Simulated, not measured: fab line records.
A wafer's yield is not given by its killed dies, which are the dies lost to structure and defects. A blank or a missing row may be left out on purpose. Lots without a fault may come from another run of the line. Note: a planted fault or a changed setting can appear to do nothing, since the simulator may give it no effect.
Comparing a struck lot with a sound one | flow gf180mcu | 20 steps out of a route of 602
Sound: wafers L671.3, L671.5, L671.6. Wafers L683.1, L683.3, L683.5 were the ones struck. The cause is named last.
For every step that has rows: the tool of each side, followed by ch and its chambers, followed by its first start. Under that, the readings that differ: sound wafers | struck wafers | difference of the means | sigmas: that difference in standard deviations of wafers without a fault.
alike: readings whose means differ by less than 2 such deviations, and words and numbers that are the same on both sides. not compared: withheld readings, readings that some wafer has no value for, bounds like >300 that may hide the same value, and numbers for which the record gives no deviation and whose values overlap.
The two part at a step that has a row with sigmas, a row that says differs or no value, or rows on one side only. Numbers that don't overlap but have no deviation are shown without sigmas and don't part them. A reading missing from all wafers of one side parts the sides only when that side holds two or more wafers.

first, 1 step without rows for these wafers: GF_V5_CVD_00 (deposits SiO2, target thk 300 nm, time 50 s).
GF_V5_THK_MEAS_01:
  struck on film_metro-03, day 30 03:46; sound on film_metro-03, day 26 06:19
  alike: V5_CVD_00_THK
GF_V5_CVD_02: deposits SiO2 from TEOS, target thk 1450 nm, time 163.28 s.
  sound on pecvd-02 ch 0,2, day 26 06:22; struck on pecvd-02 ch 0,1, day 30 03:49
  alike: heater_power_w
  not compared: since_wet_clean_h
GF_V5_THK_MEAS_03:
  struck on film_metro-02, day 30 03:56; sound on film_metro-02, day 26 06:29
  alike: V5_CVD_02_THK
GF_V5_CMP_04: polishes SiO2.
  sound on cmp-02 ch 0,1,2, day 26 07:03; struck on cmp-01 ch 1,2,3, day 30 04:05
  alike: motor_current_A
GF_V5_BOW_MEAS_05:
  struck on film_metro-03, day 30 04:17; sound on film_metro-01, day 26 07:14
  alike: V5_BOW
then, 6 steps without rows for these wafers: GF_V5_DEHYDRATE_06 (time 60 s); GF_V5_HMDS_07 (prime time 60 s); GF_V5_COAT_08; GF_V5_COAT_09 (resist thk 1000 nm); GF_V5_SOFTBAKE_10 (time 60 s); GF_V5_EXPOSE_11 (exposes mask Via5, target cd 260 nm).
GF_V5_PEB_12: peb time 90 s.
  sound on litho_track-04 ch 0, day 27 03:50; struck on litho_track-01 ch 0, day 30 21:35
  reading                  | sound             | struck            | difference | sigmas
  heater_power_total_W (W) | 85.80 85.69 85.58 | 89.37 89.56 89.49 | +3.78      | +46
  alike: exhaust_pa
then, 1 step without rows for these wafers: GF_V5_DEVELOP_13 (develop time 60 s).
GF_V5_CD_MEAS_14 targets a cd of 260 nm.
  struck on cd_sem-01, day 30 21:56; sound on cd_sem-02, day 27 04:09
  reading    | sound             | struck            | difference | sigmas
  cd_nm (nm) | 261.8 262.8 261.8 | 257.4 256.9 257.0 | -5.0       | -5
GF_V5_OVL_MEAS_15:
  struck on overlay-02, day 30 22:03; sound on overlay-01, day 27 04:14
  alike: V5_OVL
GF_V5_ETCH_16: etches BARC in N2/H2.
  sound on rie_diel-03 ch 1,2,3, day 27 04:16; struck on rie_diel-04 ch 0,1,3, day 30 22:05
  reading                | sound                | struck               | difference | sigmas
  throttle_valve_pct (%) | 13.226 13.208 13.213 | 13.252 13.222 13.231 | +0.019     | +2
  model.V5.cd_nm (nm)    | 260.9 262.6 260.9    | 257.6 257.7 257.5    | -3.9       |
  alike: drypump_motor_current_A, n2_flow_sccm, oes_product_au
GF_V5_ETCH_17: etches SiO2 in C4F8/O2/Ar, stops on TiN, target depth 855 nm.
  sound: rie_diel-03 ch 1,2,3; struck: rie_diel-04 ch 0,1,3
  reading             | sound             | struck            | difference | sigmas
  model.V5.cd_nm (nm) | 259.8 263.4 261.6 | 258.2 257.5 257.8 | -3.8       |
  alike: oes_product_au
GF_V5_STRIP_18: strips in O2/N2.
  sound on plasma_asher-03 ch 0,1, day 27 04:27; struck on plasma_asher-03 ch 1, day 30 22:14
  reading               | sound             | struck            | difference | sigmas
  oes_product_au (a.u.) | 0.572 0.564 0.556 | 0.578 0.571 0.576 | +0.011     | +2
  alike: drypump_motor_current_A, heater_power_w, n2_flow_sccm, platen_temp_c
  not compared: rf_hours_counter_h
GF_PASSIVATION_PROBE_99:
  the record has rows for the sound wafers here (prober-02, day 29 00:35) and none for the struck ones

## WHERE THEY PART
At GF_V5_PEB_12 first; at GF_PASSIVATION_PROBE_99 last (within this record only).

WHY: what the simulator had put in
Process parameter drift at GF_V5_PEB_12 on litho_track-01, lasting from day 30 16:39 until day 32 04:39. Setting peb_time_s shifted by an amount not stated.
